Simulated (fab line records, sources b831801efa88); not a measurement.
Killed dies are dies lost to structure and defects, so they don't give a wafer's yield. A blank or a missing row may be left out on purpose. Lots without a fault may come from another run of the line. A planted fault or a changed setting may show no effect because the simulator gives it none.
fab line records | flow gf180mcu | part 2 of 2: steps 26 to 35 of 35
record lots=5 wafers=15 last_day=34
route steps=602 shown HV_LDD@190
lots that met no fault: from a run of the same line without faults
start_h: hours from the record's first day to the start of the lot's first wafer shown | wait_h: hours since the lot's step before | " the same as in the row above | L1.1+2: a row that stands for several wafers | - no value, or no start given | * or withheld: withheld | < > ~ a bound
route shown NAME@n: a module of which the file shows steps, and the number in the route of the first | usual: mean/standard deviation of fault-free wafers | same: alike in all rows | chamber/n: place in a boat | sites: the reading at each site | _std_site: their standard deviation | _edge_site: outer sites' mean less inner sites' | radius_mm: how far each site lies from the wafer's centre | mask NAME#n: copy n | behind: the tool/chamber that last shaped the wafer | hold: why the lot was held/for how many hours/how that ended | device: the transistor (n, p or np) that didn't switch | end of line: the same wafers' tests at the end of the route | a step without rows: its recipe alone | killed: dies lost to structure and defects at the first sort, not the wafer's yield | map: a wafer's dies, x killed, . not, _ none there
set.NAME: the setting as run; set.NAME@STEP: as run at that earlier step | model.NAME: the simulator's own value behind a step, which no gauge read
lots at some steps of the route; a table a step, a row a wafer
services: from which hour (start_h, from the record's first day; less than 0 if before it) a tool's chamber was out of use, for how many hours, and why
## steps
# step GF_HV_LDD_DEHYDRATE_39
# recipe temp_c=200 time_s=60
# usual chill_plate_temp_C=23.00/0.11
# columns lot.wafer tool chamber start_h wait_h chill_plate_temp_C
L079.1 litho_track-04 0 301.65 9.8 22.91
L079.3 " 0 " " 22.94
L079.6 " 0 " " 22.97
L080.2 litho_track-02 0 307.23 9.9 23.13
L080.3 " 0 " " 23.07
L080.6 " 0 " " 22.94
L084.1 litho_track-01 0 338.54 9.6 22.88
L084.4 " 0 " " 23.07
L084.6 " 0 " " 22.98
L091.1 litho_track-02 0 414.65 10.4 22.95
L091.2 " 0 " " 22.84
L091.4 " 0 " " 22.97
L097.3 litho_track-04 0 460.10 11.3 22.94
L097.5 " 0 " " 23.03
L097.6 " 0 " " 22.99
# step GF_HV_LDD_HMDS_40
# recipe prime_time_s=60 prime_temp_c=120
# usual chill_plate_temp_C=22.99/0.1
# columns lot.wafer tool chamber start_h wait_h chill_plate_temp_C
L079.1 litho_track-04 0 301.80 0.1 23.03
L079.3 " 0 " " 23.00
L079.6 " 0 " " 23.05
L080.2 litho_track-02 0 307.38 0.1 22.91
L080.3 " 0 " " 22.94
L080.6 " 0 " " 22.96
L084.1 litho_track-01 0 338.69 0.1 22.95
L084.4 " 0 " " 22.99
L084.6 " 0 " " 23.07
L091.1 litho_track-02 0 414.80 0.1 22.91
L091.2 " 0 " " 22.83
L091.4 " 0 " " 22.92
L097.3 litho_track-04 0 460.25 0.1 23.34
L097.5 " 0 " " 23.11
L097.6 " 0 " " 23.05
# step GF_HV_LDD_COAT_41
# recipe resist=NOVOLAK spin_rpm=3000 resist_thk_nm=1000
# usual chill_plate_temp_C=23.02/0.1 dispense_pressure_kPa=50.3/2.7
# columns lot.wafer tool chamber start_h wait_h chill_plate_temp_C dispense_pressure_kPa
L079.1 litho_track-04 0 301.95 0.1 23.03 49.2
L079.3 " 0 " " 23.10 49.2
L079.6 " 0 " " 23.05 49.3
L080.2 litho_track-02 0 307.53 0.1 22.93 48.0
L080.3 " 0 " " 23.03 48.0
L080.6 " 0 " " 23.13 48.0
L084.1 litho_track-01 0 338.84 0.1 23.03 54.0
L084.4 " 0 " " 23.23 54.0
L084.6 " 0 " " 23.11 54.0
L091.1 litho_track-02 0 414.95 0.1 23.12 48.0
L091.2 " 0 " " 23.02 48.0
L091.4 " 0 " " 23.06 48.0
L097.3 litho_track-04 0 460.40 0.1 22.90 49.2
L097.5 " 0 " " 23.07 49.2
L097.6 " 0 " " 23.08 49.2
# step GF_HV_LDD_SOFTBAKE_42
# recipe temp_c=90 time_s=60 resist=NOVOLAK
# usual chill_plate_temp_C=23.01/0.1
# columns lot.wafer tool chamber start_h wait_h chill_plate_temp_C
L079.1 litho_track-04 0 302.10 0.1 22.97
L079.3 " 0 " " 23.11
L079.6 " 0 " " 23.00
L080.2 litho_track-02 0 307.68 0.1 22.96
L080.3 " 0 " " 22.98
L080.6 " 0 " " 23.06
L084.1 litho_track-01 0 338.99 0.1 22.84
L084.4 " 0 " " 23.07
L084.6 " 0 " " 22.86
L091.1 litho_track-02 0 415.10 0.1 22.85
L091.2 " 0 " " 22.94
L091.4 " 0 " " 23.01
L097.3 litho_track-04 0 460.55 0.1 23.01
L097.5 " 0 " " 23.11
L097.6 " 0 " " 23.03
# step GF_HV_LDD_EXPOSE_43
# recipe mask_id=Pplus_HV_AREA target_cd_nm=400 na=0.6 source_shape=conventional sigma_outer=0.6 dose_mj=140
# columns lot.wafer tool chamber start_h wait_h mask
L079.1+3+6 iline_stepper-01 0 - - Pplus_HV_AREA#0
L080.2+3+6 iline_stepper-02 0 - - Pplus_HV_AREA#0
L084.1+4+6 iline_stepper-01 0 - - Pplus_HV_AREA#0
L091.1+2+4 iline_stepper-02 0 - - Pplus_HV_AREA#0
L097.3+5+6 iline_stepper-01 0 - - Pplus_HV_AREA#0
# step GF_HV_LDD_PEB_44
# recipe temp_c=withheld time_s=* resist=NOVOLAK
# usual chill_plate_temp_C=*
# columns lot.wafer tool chamber start_h wait_h chill_plate_temp_C
L079.1 litho_track-02 0 - - *
L079.3 " 0 " " *
L079.6 " 0 " " *
L080.2 litho_track-02 0 - - *
L080.3 " 0 " " *
L080.6 " 0 " " *
L084.1 litho_track-04 0 - - *
L084.4 " 0 " " *
L084.6 " 0 " " *
L091.1 litho_track-04 0 - - *
L091.2 " 0 " " *
L091.4 " 0 " " *
L097.3 litho_track-01 0 - - *
L097.5 " 0 " " *
L097.6 " 0 " " *
# step GF_HV_LDD_DEVELOP_45
# recipe develop_time_s=60 dev_temp_c=23
# usual chill_plate_temp_C=22.98/0.099
# same develop_time_s=60
# columns lot.wafer tool chamber start_h wait_h chill_plate_temp_C
L079.1 litho_track-02 0 312.01 0.1 23.14
L079.3 " 0 " " 23.06
L079.6 " 0 " " 23.07
L080.2 litho_track-02 0 317.43 0.1 22.82
L080.3 " 0 " " 22.93
L080.6 " 0 " " 22.97
L084.1 litho_track-04 0 350.00 0.1 23.17
L084.4 " 0 " " 22.97
L084.6 " 0 " " 23.04
L091.1 litho_track-04 0 427.45 0.1 22.80
L091.2 " 0 " " 23.03
L091.4 " 0 " " 22.91
L097.3 litho_track-01 0 472.98 0.1 23.13
L097.5 " 0 " " 23.12
L097.6 " 0 " " 23.08
# step GF_HV_LDD_CD_MEAS_46
# recipe target_cd_nm=400
# usual cd_nm=399.6/2.4
# columns lot.wafer tool chamber start_h wait_h cd_nm
L079.1 cd_sem-01 - 312.20 0.2 397.9
L079.3 " - " " 397.5
L079.6 " - " " 399.2
L080.2 cd_sem-01 - 317.58 0.1 403.2
L080.3 " - " " 400.9
L080.6 " - " " 400.8
L084.1 cd_sem-01 - 350.15 0.1 400.9
L084.4 " - " " 401.9
L084.6 " - " " 399.3
L091.1 cd_sem-01 - 427.60 0.1 399.2
L091.2 " - " " 398.4
L091.4 " - " " 398.5
L097.3 cd_sem-02 - 473.12 0.1 399.1
L097.5 " - " " 397.8
L097.6 " - " " 398.7
# step GF_HV_LDD_OVL_MEAS_47
# usual HV_LDD_03_OVL=0.0/1.6
# columns lot.wafer tool chamber start_h wait_h HV_LDD_03_OVL[nm]
L079.1 overlay-02 - 312.32 0.1 1.2
L079.3 " - " " -0.7
L079.6 " - " " 1.3
L080.2 overlay-02 - 317.68 0.1 -2.6
L080.3 " - " " -2.0
L080.6 " - " " -3.7
L084.1 overlay-02 - 350.27 0.1 3.6
L084.4 " - " " 1.5
L084.6 " - " " 3.7
L091.1 overlay-02 - 427.72 0.1 1.5
L091.2 " - " " -0.4
L091.4 " - " " -1.7
L097.3 overlay-01 - 473.22 0.1 0.9
L097.5 " - " " 1.4
L097.6 " - " " 1.7
# step GF_HV_LDD_IMPLANT_48
# recipe species=B energy_kev=25 dose_cm2=3e+13 tilt_deg=7
# usual beam_on_s=9.98/0.19
# columns lot.wafer tool chamber start_h wait_h beam_on_s
L079.1 implanter-03 0 312.36 0.0 9.88
L079.3 " 0 " " 10.05
L079.6 " 0 " " 10.23
L080.2 implanter-02 0 317.74 0.0 9.74
L080.3 " 0 " " 9.78
L080.6 " 0 " " 9.86
L084.1 implanter-02 0 350.30 0.0 10.01
L084.4 " 0 " " 9.92
L084.6 " 0 " " 10.16
L091.1 implanter-02 0 427.75 0.0 9.97
L091.2 " 0 " " 9.78
L091.4 " 0 " " 10.06
L097.3 implanter-02 0 473.29 0.1 9.98
L097.5 " 0 " " 10.30
L097.6 " 0 " " 9.98
## services
# columns tool chamber start_h hours kind
iline_stepper-02 - 244.56 4.3 pm
implanter-01 - 263.51 1.3 repair
iline_stepper-01 - 264.96 1.7 pm
implanter-03 - 281.14 1.1 repair
plasma_asher-03 - 314.91 15.1 repair
plasma_asher-02 - 317.50 3.6 repair
implanter-03 - 332.03 5.2 pm
plasma_asher-02 - 341.95 3.1 repair
plasma_asher-01 - 345.48 1.3 repair
plasma_asher-03 - 351.66 5.4 repair
plasma_asher-01 - 354.45 14.6 pm
implanter-02 - 357.62 29.5 pm
iline_stepper-02 - 373.07 4.7 repair
plasma_asher-01 - 373.64 1.2 repair
implanter-01 - 385.36 1.0 repair
implanter-01 - 396.05 4.1 pm
implanter-02 - 402.43 4.9 pm
iline_stepper-02 - 417.44 2.1 pm
plasma_asher-01 - 421.25 9.0 pm
plasma_asher-01 - 424.41 2.3 repair
implanter-01 - 436.00 36.3 pm
iline_stepper-02 - 442.60 2.6 repair
plasma_asher-02 - 471.54 1.0 repair
implanter-01 - 472.40 5.3 repair
